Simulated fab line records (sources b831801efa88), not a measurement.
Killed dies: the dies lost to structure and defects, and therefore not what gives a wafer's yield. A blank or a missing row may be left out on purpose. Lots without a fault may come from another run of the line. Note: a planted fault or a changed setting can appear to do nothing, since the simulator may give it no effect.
fab line records	flow sky130
record: lots: 6	wafers: 18	lastDay: 50
route steps=708 shown RES_PROTECT@211 POLY_GATE@213 PAD_OPEN@708
lots with no fault: from the same line, run without faults
startH: start of the lot's first displayed wafer, in hours after the record's first day	waitH: hours elapsed since this lot's preceding step	" as in the row above	L1.1+2: one row covering several wafers at once	- no value present, or no start provided	* or withheld: withheld	< > ~ a bound
route shown NAME@n: a module of which the file shows steps, and the number in the route of the first	usual: average and standard deviation across the fault-free wafers	same: alike in all rows	chamber/n: place in a boat	sites: each site's reading	_std_site: how widely they spread, as a standard deviation	_edge_site: mean of outer sites minus mean of inner sites	radiusMm: for every site, how far away it sits from the centre of the wafer	mask NAME#n: copy n	behind: the tool/chamber that last shaped the wafer	hold: reason for holding the lot/hours on hold/outcome of the hold	device: transistor that didn't switch, given as n, p or np	end of line: tests run on the same wafers once the route is complete	where a step has no rows: the recipe by itself	killed: dies that structure and defects cost at the first sort, which is not the same as the wafer's yield	map: the dies of a wafer, with x for killed, . for not killed, _ for no die there
set.NAME: the setting as run; set.NAME@STEP: as run at that earlier step	model.NAME: the simulator's own value behind a step, which no gauge read
lots at some steps of the route; a table a step, a row a wafer
services: the hour from which a tool's chamber was out of use, counted from the record's first day as startH (under 0 if before that day), plus the number of hours and why
== steps ==
step: SKY_RES_PROTECT_PEB_05
recipe: tempC: withheld	timeS: *	resist: NOVOLAK
step: SKY_RES_PROTECT_DEVELOP_06
recipe: resist: NOVOLAK	developer: TMAH	developTimeS: 60	devTempC: 23
step: SKY_POLY_GATE_IMPLANT_02
recipe: species: P	energyKev: 30	doseCm2: 7.7e+15	tiltDeg: 0
step: SKY_RES_PROTECT_STRIP_07
recipe: chemistry: O2/N2	powerW: 1400	pressureMtorr: 1500	platenTempC: withheld	o2FlowSccm: 3000	n2FlowSccm: 300	overashFraction: 0.5
usual: drypumpMotorCurrentA: 5.78/0.21	o2FlowSccm: 2998/8.8	oesProductAu: 0.519/0.0045	stripTimeToEndpointS: 23.32/0.039
same: overashFraction: 0.5
lot.wafer	tool	chamber	startH	waitH	drypumpMotorCurrentA	o2FlowSccm	oesProductAu	rfHoursCounterH	stripTimeToEndpointS
L549.1	plasmaAsher-04	0	346.80	0.1	5.81	3002	0.530	65	23.34
L549.2	"	1	"	"	5.87	2987	0.519	65	23.26
L549.4	"	1	"	"	5.86	3002	0.519	-	23.33
L559.1	plasmaAsher-01	0	436.86	0.1	5.29	3019	0.518	66	23.33
L559.3	"	0	"	"	5.23	3006	0.521	-	23.33
L559.4	"	1	"	"	5.76	2975	0.528	-	23.30
L562.2	plasmaAsher-03	1	463.90	0.1	5.97	3015	0.517	4	23.32
L562.3	"	0	"	"	5.82	2995	0.524	-	23.33
L562.6	"	1	"	"	5.95	3006	0.517	-	23.33
L566.1	plasmaAsher-03	1	500.85	0.1	5.93	2996	0.514	8	23.29
L566.3	"	0	"	"	5.81	2994	0.514	-	23.31
L566.5	"	1	"	"	5.95	2988	0.518	-	23.31
L570.1	plasmaAsher-03	1	524.71	0.1	5.93	3001	0.513	10	23.28
L570.5	"	1	"	"	5.95	2992	0.519	-	23.27
L570.6	"	0	"	"	5.82	3001	0.510	-	23.28
L571.1	plasmaAsher-03	1	537.36	0.1	5.96	2991	0.517	11	23.22
L571.4	"	1	"	"	5.96	2999	0.518	-	23.25
L571.5	"	0	"	"	5.80	2994	0.521	-	23.25
step: SKY_RES_PROTECT_TW_MEAS_08
usual: POLY_GATE_TW: 4024/35
lot.wafer	tool	chamber	startH	waitH	POLY_GATE_TW
L549.1	filmMetro-03	-	346.90	0.1	3999
L549.2	"	-	"	"	3980
L549.4	"	-	"	"	3971
L559.1	filmMetro-04	-	436.96	0.1	4100
L559.3	"	-	"	"	4089
L559.4	"	-	"	"	4079
L562.2	filmMetro-04	-	464.01	0.1	4036
L562.3	"	-	"	"	4054
L562.6	"	-	"	"	4046
L566.1	filmMetro-01	-	500.95	0.1	4019
L566.3	"	-	"	"	3992
L566.5	"	-	"	"	4003
L570.1	filmMetro-01	-	524.81	0.1	4008
L570.5	"	-	"	"	4000
L570.6	"	-	"	"	4037
L571.1	filmMetro-04	-	537.46	0.1	4076
L571.4	"	-	"	"	4063
L571.5	"	-	"	"	4080
step: SKY_RES_PROTECT_CLEAN_09
recipe: chemistry: SC1/SC2	mix: 1:4:20	tempC: 70	timeS: 150	dry: n2Spin
step: SKY_POLY_GATE_CVD_03
recipe: material: Si3N4	precursor: DCS/NH3	targetThkNm: 75	tempC: 770	timeS: 1290	pressureMtorr: 250
step: SKY_POLY_GATE_THK_MEAS_04
recipe: reads: Si3N4_of_POLY_GATE_CVD_03
usual: POLY_GATE_CVD_03_THK: 74.6/0.74
lot.wafer	tool	chamber	startH	waitH	POLY_GATE_CVD_03_THK[nm]
L549.1	filmMetro-02	-	348.38	0.0	72.9
L549.2	"	-	"	"	72.6
L549.4	"	-	"	"	72.6
L559.1	filmMetro-02	-	439.16	0.0	74.6
L559.3	"	-	"	"	73.9
L559.4	"	-	"	"	74.2
L562.2	filmMetro-03	-	466.16	0.0	74.8
L562.3	"	-	"	"	75.2
L562.6	"	-	"	"	74.9
L566.1	filmMetro-01	-	503.10	0.0	75.3
L566.3	"	-	"	"	75.4
L566.5	"	-	"	"	75.1
L570.1	filmMetro-01	-	531.68	0.0	74.6
L570.5	"	-	"	"	74.2
L570.6	"	-	"	"	74.2
L571.1	filmMetro-03	-	539.61	0.0	75.2
L571.4	"	-	"	"	74.8
L571.5	"	-	"	"	74.9
step: SKY_POLY_GATE_DEHYDRATE_05
recipe: tempC: 200	timeS: 60
step: SKY_POLY_GATE_HMDS_06
recipe: primeTimeS: 60	primeTempC: 120
step: SKY_POLY_GATE_COAT_07
recipe: resist: BARC	tempC: withheld	timeS: withheld	spinRpm: 3000	resistThkNm: 110
step: SKY_POLY_GATE_COAT_08
recipe: resist: KrF-thick	spinRpm: 3000	resistThkNm: 450
step: SKY_POLY_GATE_SOFTBAKE_09
recipe: tempC: 100	timeS: 90	resist: KrF-thick
usual: heaterPowerTotalW: 57.34/0.12	plateTempC: 99.98/0.12
lot.wafer	tool	chamber	startH	waitH	heaterPowerTotalW	plateTempC
L549.1	lithoTrack-02	0	362	-	57.40	99.94
L549.2	"	0	"	"	57.50	100.19
L549.4	"	0	"	"	57.52	100.09
L559.1	lithoTrack-02	0	455	-	57.48	99.94
L559.3	"	0	"	"	57.34	100.17
L559.4	"	0	"	"	57.43	99.92
L562.2	lithoTrack-02	0	482	-	54.30	96.13
L562.3	"	0	"	"	54.35	96.20
L562.6	"	0	"	"	54.26	95.97
L566.1	lithoTrack-02	0	519	-	54.43	96.11
L566.3	"	0	"	"	54.20	96.35
L566.5	"	0	"	"	54.48	96.03
L570.1	lithoTrack-04	0	547	-	57.36	99.76
L570.5	"	0	"	"	57.44	99.88
L570.6	"	0	"	"	57.54	99.92
L571.1	lithoTrack-04	0	554	-	57.15	100.14
L571.4	"	0	555	-	57.12	100.07
L571.5	"	0	"	"	57.34	100.03
step: SKY_POLY_GATE_EXPOSE_10
recipe: maskId: P1M	na: 0.68	sourceShape: conventional	sigmaOuter: 0.6	targetCdNm: 150	doseMj: 28
step: SKY_POLY_GATE_PEB_11
recipe: pebTempC: withheld	pebTimeS: withheld	resist: KrF-thick
step: SKY_POLY_GATE_DEVELOP_12
recipe: developTimeS: 60	resist: KrF-thick	devTempC: 21
same: developTimeS: 60
lot.wafer	tool	chamber	startH	waitH	model.KrF-thick_of_POLY_GATE_COAT_08.thkNm
L549.1	lithoTrack-03	0	-	-	437.5
L549.2	"	0	"	"	435
L549.4	"	0	"	"	437.1
L559.1	lithoTrack-03	0	-	-	436.3
L559.3	"	0	"	"	437.6
L559.4	"	0	"	"	435.8
L562.2	lithoTrack-02	0	-	-	438
L562.3	"	0	"	"	436.5
L562.6	"	0	"	"	438.1
L566.1	lithoTrack-03	0	-	-	438.6
L566.3	"	0	"	"	437.4
L566.5	"	0	"	"	438.1
L570.1	lithoTrack-03	0	-	-	434.3
L570.5	"	0	"	"	435.3
L570.6	"	0	"	"	434.2
L571.1	lithoTrack-02	0	-	-	435
L571.4	"	0	"	"	435.2
L571.5	"	0	"	"	434.3
step: SKY_POLY_GATE_CD_MEAS_13
recipe: targetCdNm: 150
usual: cdNm: 150.2/1.2
lot.wafer	tool	chamber	startH	waitH	cdNm
L549.1	cdSem-01	-	375.11	-	147.2
L549.2	"	-	"	"	147.4
L549.4	"	-	"	"	147.5
L559.1	cdSem-02	-	470.11	-	151.3
L559.3	"	-	"	"	150.6
L559.4	"	-	"	"	150.5
L562.2	cdSem-01	-	496.86	-	150.8
L562.3	"	-	"	"	151.0
L562.6	"	-	"	"	151.3
L566.1	cdSem-01	-	533.76	-	154.8
L566.3	"	-	"	"	153.0
L566.5	"	-	"	"	153.3
L570.1	cdSem-02	-	561.46	-	149.1
L570.5	"	-	"	"	151.1
L570.6	"	-	"	"	151.5
L571.1	cdSem-02	-	569.79	-	151.9
L571.4	"	-	"	"	150.5
L571.5	"	-	"	"	149.4
step: SKY_POLY_GATE_OVL_MEAS_14
usual: POLY_GATE_OVL: -3/5.3
lot.wafer	tool	chamber	startH	waitH	POLY_GATE_OVL[nm]
L549.1	overlay-02	-	375.23	0.1	-10
L549.2	"	-	"	"	-2
L549.4	"	-	"	"	0
L559.1	overlay-01	-	470.23	0.1	-20
L559.3	"	-	"	"	-11
L559.4	"	-	"	"	-13
L562.2	overlay-01	-	496.96	0.1	-8
L562.3	"	-	"	"	0
L562.6	"	-	"	"	-8
L566.1	overlay-01	-	533.88	0.1	-3
L566.3	"	-	"	"	-5
L566.5	"	-	"	"	-6
L570.1	overlay-01	-	561.58	0.1	-1
L570.5	"	-	"	"	2
L570.6	"	-	"	"	-11
L571.1	overlay-02	-	569.91	0.1	-13
L571.4	"	-	"	"	-5
L571.5	"	-	"	"	-12
step: SKY_POLY_GATE_ETCH_15
recipe: chemistry: N2/H2	target: BARC	ionEnergyEv: 200	sourceW: 500	biasW: 100	pressureMtorr: 30	n2FlowSccm: 100	h2FlowSccm: 200	stopOn: SiO2	timeS: 118.5	targetDepthA: 1100
usual: drypumpMotorCurrentA: 5.8/0.36	oesProductAu: 0.716/0.0046	throttleValvePct: 13.213/0.01
lot.wafer	tool	chamber	startH	waitH	drypumpMotorCurrentA	oesProductAu	rfHoursCounterH	throttleValvePct	model.KrF-thick_of_POLY_GATE_COAT_08.thkNm
L549.1	rieDiel-01	3	375.27	0.0	6.2	0.707	110	13.195	345.7
L549.2	"	1	"	"	5.8	0.717	81	13.216	343.3
L549.4	"	2	"	"	6.2	0.712	2	13.221	345.7
L559.1	rieDiel-01	3	470.27	0.0	6.2	0.717	1	13.224	343.6
L559.3	"	0	"	"	5.0	0.718	0	13.212	344.1
L559.4	"	2	"	"	6.2	0.721	4	13.212	344.9
L562.2	rieDiel-02	1	496.99	0.0	5.9	0.724	7	13.199	348.1
L562.3	"	2	"	"	5.9	0.719	60	13.227	346.1
L562.6	"	1	"	"	5.9	0.718	-	13.207	347.9
L566.1	rieDiel-04	2	533.92	0.0	5.6	0.715	13	13.216	346.6
L566.3	"	1	"	"	5.3	0.718	3	13.226	343.8
L566.5	"	2	"	"	5.6	0.712	-	13.217	346.4
L570.1	rieDiel-02	1	561.62	0.0	5.9	0.717	9	13.207	343.7
L570.5	"	3	"	"	5.9	0.715	-	13.230	343.2
L570.6	"	0	"	"	5.9	0.720	-	13.192	343.1
L571.1	rieDiel-02	2	569.94	0.0	5.9	0.714	61	13.219	343.8
L571.4	"	0	"	"	5.9	0.715	8	13.229	344
L571.5	"	1	"	"	5.9	0.715	-	13.212	343.5
step: SKY_POLY_GATE_ETCH_16
recipe: stopOn: poly-Si	chemistry: CH3F/O2	target: Si3N4	sourceW: 400	biasW: 80	pressureMtorr: 25	ch3fFlowSccm: 40	O2_flow_sccm: 30	timeS: 147.5	targetDepthA: 750
usual: drypumpMotorCurrentA: 5.8/0.36	oesProductAu: 0.639/0.0053	throttleValvePct: 10.534/0.0092
lot.wafer	tool	chamber	startH	waitH	drypumpMotorCurrentA	oesProductAu	rfHoursCounterH	throttleValvePct
L549.1	rieDiel-01	3	375.35	0.0	6.2	0.631	110	10.541
L549.2	"	1	"	"	5.9	0.628	81	10.537
L549.4	"	2	"	"	6.2	0.628	2	10.539
L559.1	rieDiel-01	3	470.35	0.0	6.2	0.643	1	10.530
L559.3	"	0	"	"	5.0	0.640	0	10.532
L559.4	"	2	"	"	6.2	0.637	4	10.537
L562.2	rieDiel-02	1	497.08	0.0	5.9	0.632	7	10.527
L562.3	"	2	"	"	5.9	0.645	60	10.528
L562.6	"	1	"	"	5.9	0.634	-	10.540
L566.1	rieDiel-04	2	534.00	0.0	5.6	0.640	13	10.519
L566.3	"	1	"	"	5.3	0.636	3	10.531
L566.5	"	2	"	"	5.6	0.639	-	10.549
L570.1	rieDiel-02	1	561.70	0.0	5.9	0.639	9	10.530
L570.5	"	3	"	"	5.9	0.632	-	10.533
L570.6	"	0	"	"	5.9	0.629	-	10.526
L571.1	rieDiel-02	2	570.02	0.0	5.8	0.642	61	10.540
L571.4	"	0	"	"	5.8	0.640	8	10.533
L571.5	"	1	"	"	5.9	0.642	-	10.521
step: SKY_PAD_OPEN_PROBE_99
usual: killed_at_M0_to_M3: 45/7.3	killed_at_M4_up: 3.2/1.8	killedAtContacts: 25/5.5	killedAtFrontEnd: 15/4.2	killedAtOther: 0.3/0.69	killedDies: 89/9.4	killedOnRim: 17/3.8	killedOpen: 49/6.6	killedShort: 40/6.4
same: grossDies: 492	killedAtBackSide: 0
lot.wafer	tool	chamber	startH	waitH	killed_at_M0_to_M3	killed_at_M4_up	killedAtContacts	killedAtFrontEnd	killedAtOther	killedDies	killedOnRim	killedOpen	killedShort
L549.1	prober-01	-	1080.97	0.1	48	2	35	20	2	107	17	55	51
L549.2	prober-01	-	1081.02	0.1	42	4	31	16	0	93	18	51	41
L549.4	prober-01	-	1081.12	0.2	41	3	23	16	0	83	16	45	36
L559.1	prober-01	-	1143.96	0.1	43	3	22	26	0	94	17	53	41
L559.3	prober-01	-	1144.06	0.2	51	3	16	12	3	85	14	48	36
L559.4	prober-01	-	1144.11	0.2	38	1	19	25	0	83	14	49	34
L562.2	prober-02	-	1159.58	0.1	60	3	20	16	2	101	27	38	63
L562.3	prober-02	-	1159.63	0.2	39	9	20	14	0	82	14	47	33
L562.6	prober-02	-	1159.78	0.2	49	5	21	12	0	87	19	42	45
L566.1	prober-02	-	1180.11	0.1	55	2	36	14	1	108	21	62	46
L566.3	prober-02	-	1180.21	0.2	60	4	18	9	1	92	21	44	48
L566.5	prober-02	-	1180.31	0.2	46	2	28	12	0	88	17	45	43
killed by level:class
L549.1 CONTACT:geometricParticle:open=15 VIA1:geometricParticle:open=10 FIELD_ISO:geometricParticle:open=9 LOCAL_INTERCONNECT:geometricParticle:short=7 METAL1:geometricParticle:short=6 METAL2:geometricParticle:short=6 FIELD_ISO:geometricParticle:short=5 CONTACT:geometricParticle:short=5
L549.2 VIA1:geometricParticle:open=16 CONTACT:geometricParticle:open=12 LI_CONTACT:geometricParticle:open=8 FIELD_ISO:geometricParticle:short=7 LI_CONTACT:geometricParticle:short=5 METAL1:geometricParticle:short=5 FIELD_ISO:geometricParticle:open=4 VIA1:geometricParticle:short=4
L549.4 LI_CONTACT:geometricParticle:open=10 CONTACT:geometricParticle:open=9 VIA2:geometricParticle:open=7 VIA3:geometricParticle:open=7 VIA1:geometricParticle:short=6 VIA1:geometricParticle:open=5 FIELD_ISO:geometricParticle:short=4 LI_CONTACT:geometricParticle:short=4
L559.1 CONTACT:geometricParticle:open=10 VIA1:geometricParticle:open=10 FIELD_ISO:geometricParticle:short=7 POLY_GATE:geometricParticle:short=6 LI_CONTACT:geometricParticle:open=6 METAL1:geometricParticle:short=6 VIA3:geometricParticle:open=6 FIELD_ISO:geometricParticle:open=5
L559.3 VIA1:geometricParticle:open=16 VIA3:geometricParticle:open=10 CONTACT:geometricParticle:open=9 METAL1:geometricParticle:short=7 FIELD_ISO:geometricParticle:short=5 LOCAL_INTERCONNECT:geometricParticle:short=5 METAL2:geometricParticle:short=5 POLY_GATE:geometricParticle:open=4
L559.4 CONTACT:geometricParticle:open=10 VIA1:geometricParticle:open=10 FIELD_ISO:geometricParticle:open=7 FIELD_ISO:geometricParticle:short=6 METAL2:geometricParticle:short=5 METAL1:geometricParticle:short=5 VIA2:geometricParticle:open=4 VIA3:geometricParticle:open=4
L562.2 VIA1:geometricParticle:open=15 POLY_GATE:geometricParticle:short=10 METAL2:geometricParticle:short=8 METAL1:geometricParticle:short=8 CONTACT:geometricParticle:short=7 CONTACT:geometricParticle:open=6 VIA3:geometricParticle:open=6 VIA1:geometricParticle:short=5
L562.3 VIA1:geometricParticle:open=14 CONTACT:geometricParticle:open=8 VIA2:geometricParticle:open=8 FIELD_ISO:geometricParticle:short=6 METAL4:geometricParticle:short=6 FIELD_ISO:geometricParticle:open=5 LI_CONTACT:geometricParticle:open=4 CONTACT:geometricParticle:short=3
L562.6 VIA2:geometricParticle:open=11 VIA1:geometricParticle:open=8 CONTACT:geometricParticle:open=7 LOCAL_INTERCONNECT:geometricParticle:short=6 VIA1:geometricParticle:short=6 VIA3:geometricParticle:open=6 FIELD_ISO:geometricParticle:short=5 CONTACT:geometricParticle:short=5
L566.1 VIA1:geometricParticle:open=18 CONTACT:geometricParticle:open=12 LI_CONTACT:geometricParticle:open=10 VIA2:geometricParticle:open=9 CONTACT:geometricParticle:short=7 VIA3:geometricParticle:open=6 VIA1:geometricParticle:short=6 LOCAL_INTERCONNECT:geometricParticle:short=5
L566.3 VIA2:geometricParticle:open=13 METAL2:geometricParticle:short=9 VIA1:geometricParticle:open=9 VIA3:geometricParticle:open=7 CONTACT:geometricParticle:open=6 METAL3:geometricParticle:short=6 LOCAL_INTERCONNECT:geometricParticle:short=5 METAL1:geometricParticle:short=5
L566.5 VIA1:geometricParticle:open=12 CONTACT:geometricParticle:open=11 METAL2:geometricParticle:short=8 VIA1:geometricParticle:short=6 LI_CONTACT:geometricParticle:open=6 CONTACT:geometricParticle:short=5 VIA2:geometricParticle:open=5 POLY_GATE:geometricParticle:short=4
== services ==
tool	chamber	startH	hours	kind
plasmaAsher-04	-	325.69	0.4	repair
rieDiel-04	2	326.23	3.9	repair
rieDiel-02	3	328.73	6.3	repair
plasmaAsher-04	-	335.62	4.0	repair
rieDiel-02	-	347.38	0.6	repair
plasmaAsher-04	-	349.05	13.1	repair
rieDiel-02	0	351.36	3.3	repair
rieDiel-01	-	357.46	2.8	pm
rieDiel-02	0	360.68	4.4	repair
rieDiel-01	1	369.05	5.8	repair
lithoTrack-02	-	370.11	-	consumableReplace:filter
rieDiel-02	0	386.39	26.6	repair
rieDiel-01	3	395.03	-	clean
rieDiel-01	3	395.03	15.1	scheduledDown
rieDiel-01	3	395.03	15.1	ventCycle
rieDiel-04	0	398.99	10.0	repair
plasmaAsher-01	-	401.25	3.0	repair
plasmaAsher-03	-	409.29	1.7	repair
rieDiel-04	-	414.19	4.3	pm
plasmaAsher-03	-	421.25	9.0	pm
rieDiel-04	3	433.28	5.0	repair
rieDiel-02	1	475.45	4.1	repair
lithoTrack-02	-	477.27	-	consumableReplace:filter
rieDiel-01	3	492.55	31.3	repair
== key ==
firstSign: step: SKY_POLY_GATE_SOFTBAKE_09	reading: plateTempC	direction: down	sigmas: 31	usual: *	struck: *
effect: step: SKY_POLY_GATE_SOFTBAKE_09	reading: heaterPowerTotalW	direction: down	sigmas: 26	usual: *	struck: *
effect: step: SKY_POLY_GATE_CD_MEAS_13	reading: cdNm	direction: up	sigmas: 1.7	usual: 150.2	struck: 152.4
modelEffect: step: SKY_POLY_GATE_DEVELOP_12	value: KrF-thick_of_POLY_GATE_COAT_08.thkNm	without: 435.4	struck: 437.8
modelEffect: step: SKY_POLY_GATE_ETCH_15	value: KrF-thick_of_POLY_GATE_COAT_08.thkNm	without: 344.2	struck: 346.5
metAt SKY_POLY_GATE_SOFTBAKE_09
struckWafers L562.2,L562.3,L562.6,L566.1,L566.3,L566.5
testerLeftOut L562,L566
onsetBetween 455 482
fault: kind: processParameterDrift	tool: lithoTrack-02	chamber: -	onsetH: 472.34	steps: SKY_POLY_GATE_SOFTBAKE_09	channel: tempC	offset: *	shape: step	endH: 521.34	actsIn: *	stated: *
testerLeftOut: of these lots the tester's yield and bins aren't shown, on N5 and GAA mostly nor the transistor test; their killed dies are dies lost to structure and defects alone, not to doping, threshold or leakage, so they don't give the yield
